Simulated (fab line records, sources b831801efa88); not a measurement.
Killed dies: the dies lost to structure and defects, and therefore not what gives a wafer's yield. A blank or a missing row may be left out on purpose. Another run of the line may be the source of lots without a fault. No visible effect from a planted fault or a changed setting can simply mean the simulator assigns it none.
fab line records | flow sfq-line
[record] lots = 15 | wafers = 45 | last-day = 100
route steps=325 shown R5@225 M7@293 I7@296
lots that met no fault: from a run of the same line without faults
start-h: hours from the record's first day to the start of the lot's first wafer shown | wait-h: hours from the lot's prior step to this one | " the same as in the row above | L1.1+2: a single row standing in for several wafers | - no value, or no start was given | * or withheld: withheld | < > ~ a bound
route shown NAME@n: NAME is a module with steps in the file, n the number in the route of the first one | usual: the fault-free wafers' mean and standard deviation | same: alike in all rows | chamber/n: place in a boat | sites: the reading at each site | _std_site: their standard deviation | _edge_site: the outer-site mean with the inner-site mean subtracted | radius-mm: for every site, how far away it sits from the centre of the wafer | mask NAME#n: copy n | behind: the last tool/chamber to shape the wafer | hold: reason for holding the lot/hours on hold/outcome of the hold | device: the transistor (n, p or np) that didn't switch | end of line: at the end of the route, the tests of the same wafers | for a step that has no rows: nothing shown but its recipe | killed: the dies lost at the first sort to structure and to defects; this is not the yield of the wafer | map: a wafer's dies, marking killed ones x, the rest . and places with no die _
set.NAME: setting as actually run; set.NAME@STEP: the setting as run at that earlier step | model.NAME: the simulator's own value behind a step, which no gauge read
a sample of lots followed through the steps of the route, with each step as a table and each wafer as a row
services: from which hour (start-h, from the record's first day; less than 0 if before it) a tool's chamber was out of use, for how many hours, and why
[[steps]]
[step SFQ_TRILAYER_R5_ETCH_METAL_ETCH_139]
[recipe] stop-on = SiO2 | mask-material = PR | chemistry = Cl2 | target-depth-nm = 60 | icp-w = 600 | bias-w = 80 | pressure-mtorr = 10 | time-s = 40
[usual] drypump-motor-current-A = 5.8/0.43 | oes-product-au = 0.987/0.0077 | rf-fwd-power-W = 593/3.1
lot.wafer | tool         | chamber | start-h | wait-h | drypump-motor-current-A | oes-product-au | rf-fwd-power-W | rf-hours-counter-h
L973.1    | rie-metal-03 | 0       | 1575.94 | 0.0    | 6.0                     | 0.981          | 595            | 54
L973.2    | "            | 1       | "       | "      | 5.3                     | 0.974          | 588            | 69
L973.3    | "            | 1       | "       | "      | 5.3                     | 0.968          | 588            | -
L974.1    | rie-metal-03 | 0       | 1592.74 | 0.0    | 6.0                     | 0.991          | 596            | 56
L974.3    | "            | 1       | "       | "      | 5.3                     | 0.978          | 589            | -
L974.5    | "            | 1       | "       | "      | 5.3                     | 0.983          | 586            | -
L975.2    | rie-metal-03 | 0       | 1601.14 | 0.0    | 6.1                     | 0.988          | 595            | 58
L975.4    | "            | 1       | "       | "      | 5.2                     | 0.971          | 586            | -
L975.6    | "            | 0       | "       | "      | 6.0                     | 0.987          | 595            | -
L976.2    | rie-metal-01 | 1       | 1607.14 | 0.0    | 5.5                     | 0.983          | 595            | 10
L976.3    | "            | 1       | "       | "      | 5.5                     | 0.978          | 593            | -
L976.6    | "            | 1       | "       | "      | 5.5                     | 0.986          | 593            | -
L977.2    | rie-metal-03 | 1       | 1608.88 | 0.0    | 5.2                     | 0.968          | 588            | 74
L977.4    | "            | 1       | "       | "      | 5.3                     | 0.981          | 588            | -
L977.6    | "            | 0       | "       | "      | 6.0                     | 0.994          | 595            | -
L983.1    | rie-metal-03 | 0       | 1660.04 | 0.0    | 6.0                     | 0.988          | 594            | 68
L983.3    | "            | 1       | "       | "      | 5.3                     | 0.977          | 589            | -
L983.5    | "            | 1       | "       | "      | 5.2                     | 0.982          | 589            | -
L984.3    | rie-metal-04 | 1       | 1662.54 | 0.0    | 6.1                     | 0.992          | 593            | -
L984.4    | "            | 0       | "       | "      | 6.7                     | 1.003          | 594            | -
L984.6    | "            | 0       | "       | "      | 6.7                     | 1.000          | 592            | -
L985.1    | rie-metal-03 | 1       | 1667.17 | 0.0    | 5.2                     | 0.984          | 590            | 83
L985.3    | "            | 1       | "       | "      | 5.3                     | 0.991          | 587            | -
L985.5    | "            | 0       | "       | "      | 6.0                     | 0.988          | 595            | -
L986.1    | rie-metal-03 | 1       | 1673.17 | 0.0    | 5.3                     | 0.971          | 589            | 84
L986.5    | "            | 0       | "       | "      | 6.1                     | 0.984          | 595            | -
L986.6    | "            | 1       | "       | "      | 5.2                     | 0.984          | 590            | -
L987.1    | rie-metal-03 | 0       | 1682.90 | 0.0    | 6.0                     | 0.994          | 595            | 70
L987.2    | "            | 1       | "       | "      | 5.3                     | 0.984          | 590            | 85
L987.5    | "            | 0       | "       | "      | 6.0                     | 0.993          | 594            | -
L988.2    | rie-metal-03 | 1       | 1687.22 | 0.0    | 5.3                     | 0.975          | 588            | 85
L988.3    | "            | 1       | "       | "      | 5.3                     | 0.981          | 591            | -
L988.4    | "            | 0       | "       | "      | 6.0                     | 0.989          | 597            | -
L989.1    | rie-metal-03 | 1       | 1805.17 | 0.0    | 5.3                     | 0.986          | 591            | 99
L989.5    | "            | 0       | "       | "      | 6.0                     | 0.987          | 593            | -
L989.6    | "            | 1       | "       | "      | 5.3                     | 0.977          | 590            | -
L992.3    | rie-metal-03 | 1       | 1815.99 | 0.0    | 5.3                     | 0.986          | 591            | -
L992.4    | "            | 0       | "       | "      | 6.0                     | 0.990          | 593            | -
L992.6    | "            | 0       | "       | "      | 6.0                     | 0.989          | 591            | -
L994.2    | rie-metal-01 | 1       | 1830.37 | 0.0    | 5.5                     | 0.977          | 590            | 42
L994.3    | "            | 0       | "       | "      | 5.9                     | 0.994          | 593            | -
L994.4    | "            | 1       | "       | "      | 5.5                     | 0.973          | 594            | -
L996.1    | rie-metal-04 | 0       | 1858.02 | 0.0    | 6.7                     | 0.997          | 592            | 28
L996.3    | "            | 0       | "       | "      | 6.7                     | 0.996          | 593            | -
L996.6    | "            | 0       | "       | "      | 6.7                     | 0.992          | 591            | -
[step SFQ_TRILAYER_M7_ETCH_METAL_ETCH_180]
[recipe] target = Nb | stop-on = SiO2 | mask-material = PR | chemistry = Cl2/Ar | target-depth-nm = 240 | icp-w = 600 | bias-w = 80 | pressure-mtorr = 10 | time-s = 120
[usual] drypump-motor-current-A = 5.7/0.4 | oes-product-au = 0.895/0.008 | rf-fwd-power-W = 596.1/1.9
lot.wafer | tool         | chamber | start-h | wait-h | drypump-motor-current-A | oes-product-au | rf-fwd-power-W | rf-hours-counter-h
L973.1    | rie-metal-01 | 1       | 1910.94 | 0.0    | 5.5                     | 0.885          | 596.9          | 54
L973.2    | "            | 0       | "       | "      | 5.8                     | 0.896          | 597.6          | 93
L973.3    | "            | 1       | "       | "      | 5.5                     | 0.897          | 597.0          | -
L974.1    | rie-metal-01 | 1       | 1939.87 | 0.0    | 5.5                     | 0.890          | 597.8          | 57
L974.3    | "            | 1       | "       | "      | 5.5                     | 0.894          | 598.8          | -
L974.5    | "            | 0       | "       | "      | 5.8                     | 0.891          | 597.4          | -
L975.2    | rie-metal-02 | 1       | 1942.27 | 0.0    | 6.3                     | 0.886          | 597.0          | 53
L975.4    | "            | 1       | "       | "      | 6.4                     | 0.897          | 595.3          | -
L975.6    | "            | 1       | "       | "      | 6.3                     | 0.892          | 595.5          | -
L976.2    | rie-metal-02 | 1       | 1944.67 | 0.0    | 6.3                     | 0.880          | 596.2          | 54
L976.3    | "            | 0       | "       | "      | 5.6                     | 0.902          | 597.0          | -
L976.6    | "            | 1       | "       | "      | 6.3                     | 0.893          | 596.4          | -
L977.2    | rie-metal-03 | 1       | 1948.37 | 0.1    | 5.3                     | 0.890          | 596.4          | -
L977.4    | "            | 1       | "       | "      | 5.2                     | 0.884          | 594.0          | -
L977.6    | "            | 1       | "       | "      | 5.3                     | 0.892          | 596.6          | -
L983.1    | rie-metal-03 | 1       | 2171.46 | 0.0    | 5.3                     | 0.886          | 500.5          | 18
L983.3    | "            | 1       | "       | "      | 5.3                     | 0.887          | 499.2          | -
L983.5    | "            | 0       | "       | "      | 6.0                     | 0.878          | 496.8          | -
L984.3    | rie-metal-03 | 1       | 2175.21 | 0.1    | 5.2                     | 0.893          | 497.1          | -
L984.4    | "            | 1       | "       | "      | 5.2                     | 0.888          | 495.5          | -
L984.6    | "            | 1       | "       | "      | 5.2                     | 0.884          | 496.1          | -
L985.1    | rie-metal-02 | 0       | 2177.46 | 0.0    | 5.6                     | 0.893          | 595.9          | 48
L985.3    | "            | 0       | "       | "      | 5.6                     | 0.894          | 592.6          | -
L985.5    | "            | 1       | "       | "      | 6.3                     | 0.896          | 596.2          | -
L986.1    | rie-metal-03 | 1       | 2183.52 | 0.1    | 5.2                     | 0.884          | 499.4          | 21
L986.5    | "            | 1       | "       | "      | 5.3                     | 0.880          | 501.7          | -
L986.6    | "            | 1       | "       | "      | 5.3                     | 0.884          | 502.2          | -
L987.1    | rie-metal-01 | 1       | 2193.06 | 0.0    | 5.5                     | 0.899          | 595.4          | 82
L987.2    | "            | 0       | "       | "      | 5.8                     | 0.897          | 596.7          | 127
L987.5    | "            | 1       | "       | "      | 5.5                     | 0.902          | 593.3          | -
L988.2    | rie-metal-02 | 1       | 2201.46 | 0.0    | 6.3                     | 0.910          | 598.4          | 90
L988.3    | "            | 1       | "       | "      | 6.3                     | 0.904          | 595.6          | -
L988.4    | "            | 0       | "       | "      | 5.6                     | 0.902          | 597.1          | -
L989.1    | rie-metal-02 | 1       | 2206.26 | 0.0    | 6.4                     | 0.889          | 596.5          | 90
L989.5    | "            | 0       | "       | "      | 5.6                     | 0.885          | 597.3          | -
L989.6    | "            | 1       | "       | "      | 6.3                     | 0.886          | 599.4          | -
L992.3    | rie-metal-02 | 1       | 2213.51 | 0.1    | 6.4                     | 0.901          | 595.1          | -
L992.4    | "            | 0       | "       | "      | 5.6                     | 0.903          | 597.4          | -
L992.6    | "            | 0       | "       | "      | 5.5                     | 0.888          | 595.5          | -
L994.2    | rie-metal-02 | 1       | 2232.51 | 0.0    | 6.3                     | 0.884          | 597.0          | 93
L994.3    | "            | 0       | "       | "      | 5.6                     | 0.910          | 596.7          | -
L994.4    | "            | 1       | "       | "      | 6.3                     | 0.899          | 598.7          | -
L996.1    | rie-metal-02 | 0       | 2244.51 | 0.0    | 5.6                     | 0.897          | 592.6          | 56
L996.3    | "            | 1       | "       | "      | 6.3                     | 0.900          | 595.4          | -
L996.6    | "            | 1       | "       | "      | 6.3                     | 0.894          | 597.4          | -
[step SFQ_TRILAYER_I7_DEP_PECVD_183]
[recipe] material = SiO2 | temp-c = 150 | time-s = 111.11 | pressure-torr = 2.4 | rf-w = 183.3 | precursor = SiH4/N2O | target-thk-nm = 500
[usual] heater-power-outer-w = 28/8.7 | heater-power-w = 83/15 | showerhead-vpp-V = 815/36 | throttle-valve-pct = 24.3/1
lot.wafer | tool     | chamber | start-h | wait-h | heater-power-outer-w | heater-power-w | showerhead-vpp-V | throttle-valve-pct
L973.1    | pecvd-04 | 1       | 1911.84 | 0.0    | 17                   | 64             | 841              | 24.9
L973.2    | "        | 0       | "       | "      | 43                   | 104            | 797              | 24.5
L973.3    | "        | 2       | "       | "      | 27                   | 83             | 787              | 23.5
L974.1    | pecvd-03 | 2       | 1940.77 | 0.0    | 35                   | 105            | 903              | 23.6
L974.3    | "        | 1       | "       | "      | 23                   | 75             | 785              | 23.6
L974.5    | "        | 0       | "       | "      | 24                   | 82             | 819              | 25.8
L975.2    | pecvd-02 | 2       | 1943.17 | 0.0    | 42                   | 102            | 775              | 24.8
L975.4    | "        | 1       | "       | "      | 22                   | 65             | 831              | 23.8
L975.6    | "        | 2       | "       | "      | 43                   | 106            | 773              | 24.7
L976.2    | pecvd-04 | 0       | 1945.57 | 0.0    | 32                   | 87             | 780              | 24.3
L976.3    | "        | 2       | "       | "      | 28                   | 88             | 794              | 24.0
L976.6    | "        | 2       | "       | "      | 29                   | 87             | 807              | 23.7
L977.2    | pecvd-02 | 1       | 1949.95 | 0.0    | 18                   | 56             | 828              | 23.9
L977.4    | "        | 1       | "       | "      | 20                   | 60             | 818              | 23.6
L977.6    | "        | 2       | "       | "      | 42                   | 106            | 778              | 24.1
L983.1    | pecvd-03 | 1       | 2172.36 | 0.0    | 32                   | 88             | 773              | 24.1
L983.3    | "        | 2       | "       | "      | 34                   | 102            | 910              | 23.4
L983.5    | "        | 1       | "       | "      | 32                   | 90             | 775              | 24.3
L984.3    | pecvd-04 | 2       | 2176.75 | 0.0    | 27                   | 82             | 794              | 23.9
L984.4    | "        | 1       | "       | "      | 14                   | 60             | 848              | 25.2
L984.6    | "        | 0       | "       | "      | 43                   | 102            | 782              | 24.5
L985.1    | pecvd-02 | 1       | 2178.36 | 0.0    | 21                   | 67             | 826              | 22.7
L985.3    | "        | 2       | "       | "      | 37                   | 94             | 782              | 23.5
L985.5    | "        | 2       | "       | "      | 39                   | 99             | 786              | 23.5
L986.1    | pecvd-03 | 0       | 2185.15 | 0.0    | 33                   | 94             | 815              | 27.0
L986.5    | "        | 0       | "       | "      | 34                   | 96             | 831              | 27.0
L986.6    | "        | 1       | "       | "      | 21                   | 72             | 799              | 24.5
L987.1    | pecvd-04 | 1       | 2193.96 | 0.0    | 25                   | 71             | 853              | 24.6
L987.2    | "        | 0       | "       | "      | 42                   | 102            | 801              | 24.4
L987.5    | "        | 2       | "       | "      | 19                   | 73             | 805              | 23.7
L988.2    | pecvd-04 | 1       | 2202.36 | 0.0    | 23                   | 71             | 850              | 25.0
L988.3    | "        | 0       | "       | "      | 40                   | 99             | 795              | 24.3
L988.4    | "        | 0       | "       | "      | 43                   | 97             | 783              | 24.2
L989.1    | pecvd-03 | 1       | 2207.16 | 0.0    | 31                   | 88             | 776              | 24.1
L989.5    | "        | 2       | "       | "      | 28                   | 94             | 907              | 23.8
L989.6    | "        | 1       | "       | "      | 33                   | 89             | 788              | 24.4
L992.3    | pecvd-02 | 0       | 2214.36 | 0.0    | 19                   | 68             | 810              | 23.7
L992.4    | "        | 0       | "       | "      | 21                   | 71             | 814              | 23.8
L992.6    | "        | 1       | "       | "      | 18                   | 62             | 827              | 22.7
L994.2    | pecvd-04 | 2       | 2233.41 | 0.0    | 28                   | 86             | 791              | 23.6
L994.3    | "        | 0       | "       | "      | 39                   | 92             | 803              | 24.4
L994.4    | "        | 0       | "       | "      | 40                   | 98             | 792              | 24.4
L996.1    | pecvd-03 | 0       | 2245.59 | 0.0    | 35                   | 96             | 803              | 27.6
L996.3    | "        | 2       | "       | "      | 33                   | 103            | 887              | 23.7
L996.6    | "        | 1       | "       | "      | 32                   | 87             | 773              | 24.6
[step SFQ_TRILAYER_I7_VIA_STRIP_STRIP_191]
[recipe] gas = O2 | power-w = 200 | platen-temp-c = 40 | overash-fraction = 0.65 | chemistry = O2 | pressure-mtorr = 50
[usual] drypump-motor-current-A = 6.2/0.46 | oes-product-au = 1.002/0.01
lot.wafer | tool         | chamber | start-h | wait-h | drypump-motor-current-A | oes-product-au | rf-hours-counter-h
L973.1    | rie-metal-04 | 1       | 1918.68 | -      | 6.1                     | 1.007          | 95
L973.2    | "            | 0       | "       | "      | 6.7                     | 1.007          | 36
L973.3    | "            | 1       | "       | "      | 6.1                     | 1.005          | -
L974.1    | rie-metal-02 | 1       | 1949.53 | -      | 6.3                     | 1.000          | 54
L974.3    | "            | 1       | "       | "      | 6.4                     | 1.002          | -
L974.5    | "            | 1       | "       | "      | 6.3                     | 1.002          | -
L975.2    | rie-metal-04 | 0       | 1953.13 | -      | 6.7                     | 1.005          | 40
L975.4    | "            | 0       | "       | "      | 6.7                     | 1.014          | -
L975.6    | "            | 1       | "       | "      | 6.1                     | 1.017          | -
L976.2    | rie-metal-03 | 0       | 1954.33 | -      | 6.0                     | 0.996          | 102
L976.3    | "            | 1       | "       | "      | 5.3                     | 0.987          | -
L976.6    | "            | 0       | "       | "      | 6.0                     | 1.007          | -
L977.2    | rie-metal-02 | 1       | 1960.16 | -      | 6.3                     | 1.009          | 57
L977.4    | "            | 1       | "       | "      | 6.4                     | 1.014          | -
L977.6    | "            | 1       | "       | "      | 6.4                     | 1.006          | -
L983.1    | rie-metal-04 | 0       | 2266.21 | -      | 6.7                     | 1.002          | 79
L983.3    | "            | 0       | "       | "      | 6.7                     | 1.005          | -
L983.5    | "            | 0       | "       | "      | 6.7                     | 1.003          | -
L984.3    | rie-metal-04 | 0       | 2270.01 | -      | 6.7                     | 1.000          | -
L984.4    | "            | 1       | "       | "      | 6.1                     | 1.002          | -
L984.6    | "            | 1       | "       | "      | 6.1                     | 1.012          | -
L985.1    | rie-metal-04 | 1       | 2273.41 | -      | 6.1                     | 1.014          | 138
L985.3    | "            | 1       | "       | "      | 6.1                     | 1.011          | -
L985.5    | "            | 1       | "       | "      | 6.1                     | 0.997          | -
L986.1    | rie-metal-04 | 1       | 2278.21 | -      | 6.1                     | 1.006          | 139
L986.5    | "            | 0       | "       | "      | 6.7                     | 0.996          | -
L986.6    | "            | 1       | "       | "      | 6.1                     | 1.011          | -
L987.1    | rie-metal-03 | 1       | 2287.81 | -      | 5.3                     | 0.978          | 34
L987.2    | "            | 0       | "       | "      | 6.0                     | 1.004          | 11
L987.5    | "            | 0       | "       | "      | 6.0                     | 1.001          | -
L988.2    | rie-metal-04 | 0       | 2297.77 | -      | 6.7                     | 1.000          | -
L988.3    | "            | 0       | "       | "      | 6.7                     | 0.998          | -
L988.4    | "            | 0       | "       | "      | 6.7                     | 0.999          | -
L989.1    | rie-metal-03 | 1       | 2299.97 | -      | 5.3                     | 0.967          | 35
L989.5    | "            | 1       | "       | "      | 5.3                     | 0.979          | -
L989.6    | "            | 0       | "       | "      | 6.0                     | 0.999          | -
L992.3    | rie-metal-03 | 1       | 2310.64 | -      | 5.3                     | 0.990          | -
L992.4    | "            | 0       | "       | "      | 6.0                     | 1.008          | -
L992.6    | "            | 1       | "       | "      | 5.2                     | 0.983          | -
L994.2    | rie-metal-04 | 0       | 2323.64 | -      | 6.7                     | 1.011          | 86
L994.3    | "            | 0       | "       | "      | 6.7                     | 1.012          | -
L994.4    | "            | 1       | "       | "      | 6.1                     | 1.006          | -
L996.1    | rie-metal-02 | 0       | 2336.84 | -      | 5.6                     | 0.989          | 65
L996.3    | "            | 0       | "       | "      | 5.6                     | 1.003          | -
L996.6    | "            | 1       | "       | "      | 6.4                     | 0.997          | -
[[services]]
tool         | chamber | start-h | hours | kind
pecvd-04     | 1       | 1556.13 | 4.6   | repair
rie-metal-01 | -       | 1565.26 | 1.2   | repair
rie-metal-04 | 0       | 1590.23 | 15.3  | repair
pecvd-04     | 2       | 1624.48 | 6.4   | repair
rie-metal-04 | 0       | 1630.51 | 16.6  | repair
pecvd-04     | -       | 1636.37 | 2.8   | pm
pecvd-03     | -       | 1645.60 | 0.3   | repair
pecvd-04     | 1       | 1684.20 | 22.3  | repair
rie-metal-02 | -       | 1688.57 | 1.2   | repair
pecvd-04     | -       | 1716.46 | 2.2   | repair
rie-metal-03 | -       | 1736.39 | 1.4   | pm
pecvd-03     | -       | 1865.27 | 0.7   | repair
pecvd-03     | -       | 1899.23 | 14.6  | pm
pecvd-04     | 1       | 1912.03 | 6.4   | repair
pecvd-03     | -       | 1913.83 | 5.5   | pm
rie-metal-03 | 0       | 1929.31 | 23.4  | repair
rie-metal-03 | -       | 1972.08 | 2.8   | pm
rie-metal-04 | -       | 2010.63 | 1.4   | repair
rie-metal-02 | -       | 2020.10 | 0.9   | repair
pecvd-04     | 0       | 2110.69 | 13.4  | repair
rie-metal-02 | 0       | 2138.54 | 18.1  | repair
pecvd-04     | 0       | 2206.79 | 5.7   | repair
rie-metal-04 | -       | 2282.31 | 4.3   | pm
rie-metal-03 | 1       | 2329.52 | 7.2   | repair
[[key]]
[first-sign] step = SFQ_TRILAYER_M7_ETCH_METAL_ETCH_180 | reading = rf-fwd-power-W | direction = down | sigmas = 51 | usual = 596.1 | struck = 498.7
effect none on later readings
met-at SFQ_TRILAYER_M7_ETCH_METAL_ETCH_180
struck-lots L983,L984,L986
not-acting-at SFQ_TRILAYER_R5_ETCH_METAL_ETCH_139,SFQ_TRILAYER_I7_DEP_PECVD_183,SFQ_TRILAYER_I7_VIA_STRIP_STRIP_191
onset-between 1948.37 2171.46
[fault] kind = process-parameter-drift | tool = rie-metal-03 | chamber = - | onset-h = 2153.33 | steps = SFQ_TRILAYER_M7_ETCH_METAL_ETCH_180 | channel = icp-w | offset = -96 | shape = step | end-h = 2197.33 | acts-in = these-recipes-only | stated = 600
